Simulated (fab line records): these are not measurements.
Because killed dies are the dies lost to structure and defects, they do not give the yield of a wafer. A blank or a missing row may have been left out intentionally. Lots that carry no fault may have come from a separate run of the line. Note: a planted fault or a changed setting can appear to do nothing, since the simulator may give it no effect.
Split-lot study + flow gf180mcu + 23 wafers read across 5 lots, on a route 602 steps long

== ABOUT THE SPLIT ==
At GF_VT_IMPLANT_IMPLANT_08, the setting energyKev was moved away from the recipe's 20 on 7 of the 23 wafers read, by -5.4% to +6.0%. This setting was run at the recipe's value on the other wafers.

== FROM THE SPLIT ON TO THE READING: in between, the file shows 1 step ==
- GF_VT_IMPLANT_STRIP_09: strips in O2/N2

== THE READING ==
VT_IMPLANT_TW, at GF_VT_IMPLANT_TW_MEAS_10. Fault-free wafers of this fab line usually give 567, standard deviation 3.7.

| wafer  | tool, chamber at the split | energyKev as run | against the recipe | VT_IMPLANT_TW | against lot-mates on the recipe |
|--------|----------------------------|------------------|--------------------|---------------|---------------------------------|
| L075.1 | implanter-04, 0            | 20.86            | +4.3%              | 578           | +6                              |
| L075.2 | implanter-04, 0            | 20               | recipe             | 571           | -                               |
| L075.3 | implanter-04, 0            | 20               | recipe             | 574           | -                               |
| L075.4 | implanter-04, 0            | 20.86            | +4.3%              | 578           | +6                              |
| L075.5 | implanter-04, 0            | 20               | recipe             | 570           | -                               |
| L076.2 | implanter-02, 0            | 18.91            | -5.4%              | 558           | -14                             |
| L076.3 | implanter-02, 0            | 20               | recipe             | 570           | -                               |
| L076.4 | implanter-02, 0            | 20               | recipe             | 575           | -                               |
| L076.5 | implanter-02, 0            | 18.91            | -5.4%              | 562           | -10                             |
| L076.6 | implanter-02, 0            | 18.91            | -5.4%              | 564           | -8                              |
| L083.1 | implanter-03, 0            | 20               | recipe             | 565           | -                               |
| L083.2 | implanter-03, 0            | 20               | recipe             | 570           | -                               |
| L083.3 | implanter-03, 0            | 20               | recipe             | 571           | -                               |
| L083.4 | implanter-03, 0            | 20               | recipe             | 570           | -                               |
| L083.6 | implanter-03, 0            | 20               | recipe             | 568           | -                               |
| L082.1 | implanter-04, 0            | 20               | recipe             | 570           | -                               |
| L082.2 | implanter-04, 0            | 20               | recipe             | 569           | -                               |
| L082.4 | implanter-04, 0            | 20               | recipe             | 571           | -                               |
| L082.5 | implanter-04, 0            | 21.19            | +6.0%              | 578           | +8                              |
| L082.6 | implanter-04, 0            | 21.19            | +6.0%              | 576           | +6                              |
| L084.2 | implanter-03, 0            | 20               | recipe             | 567           | -                               |
| L084.3 | implanter-03, 0            | 20               | recipe             | 567           | -                               |
| L084.5 | implanter-03, 0            | 20               | recipe             | 570           | -                               |

THE FIT
A straight line over all 23 wafers: VT_IMPLANT_TW changes by +1.5 for each +1% of energyKev; r = +0.88; the points scatter about the line by 2.4.
The same after taking each lot's own level away (the mean of its wafers on the recipe; 23 wafers): +1.64 for each +1%; r = +0.92; scatter 2.1.
That fit puts the effect of the largest move of energyKev on the reading at 9.8.
Across the lots, their own levels run from 568.0 to 572.5, a range of 1.2 times the standard deviation given above.
The two slopes agree, so the slope changes little with the lot-to-lot level.
Check: with one of the wafers moved furthest among these (+6.0%) left out of the fit, the line predicts +9.48 for it against its lot-mates. Against them it came out at +8.

== FURTHER SPLITS ON THESE WAFERS ==
These wafers also went through other splits before the reading. Each is held against what the fit with the lots' levels taken away leaves over:
| other split on the same wafers    | wafers away from the commonest value | r with VT_IMPLANT_TW (lot level and that fit taken away) |
|-----------------------------------|--------------------------------------|----------------------------------------------------------|
| GF_STI_OXIDATION_01 oxTimeS       | 13                                   | +0.19                                                    |
| GF_STI_CVD_03 pressureMtorr       | 10                                   | -0.02                                                    |
| GF_DNWELL_COAT_02 spinRpm         | 7                                    | -0.23                                                    |
| GF_DNWELL_STRIP_08 platenTempC    | 11                                   | +0.00                                                    |
| GF_NWELL_IMPLANT_08 doseCm2       | 6                                    | +0.28                                                    |
| GF_LVPWELL_STRIP_10 pressureMtorr | 15                                   | -0.23                                                    |
| GF_MVSD_IMPLANT_08 energyKev      | 6                                    | +0.18                                                    |
| GF_MVPSD_IMPLANT_08 doseCm2       | 11                                   | -0.26                                                    |

== THE WHOLE CHAIN: every reading that the file lists as answering this split, in the file's order ==
| step                     | what it does | reading                                                        | change (the file's fit)                | r (the file's) |
|--------------------------|--------------|----------------------------------------------------------------|----------------------------------------|----------------|
| GF_VT_IMPLANT_IMPLANT_08 |              | implant.rpNm (the simulator's own value, which no gauge read)  | +0.133 nm for each +1% of the setting  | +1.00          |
| GF_VT_IMPLANT_IMPLANT_08 |              | implant.drpNm (the simulator's own value, which no gauge read) | +0.0683 nm for each +1% of the setting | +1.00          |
| GF_VT_IMPLANT_TW_MEAS_10 |              | VT_IMPLANT_TW                                                  | +1.57 for each +1% of the setting      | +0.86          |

== FILE'S OWN FIT ==
VT_IMPLANT_TW changes by +1.57 for each +1% of energyKev, r = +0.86.
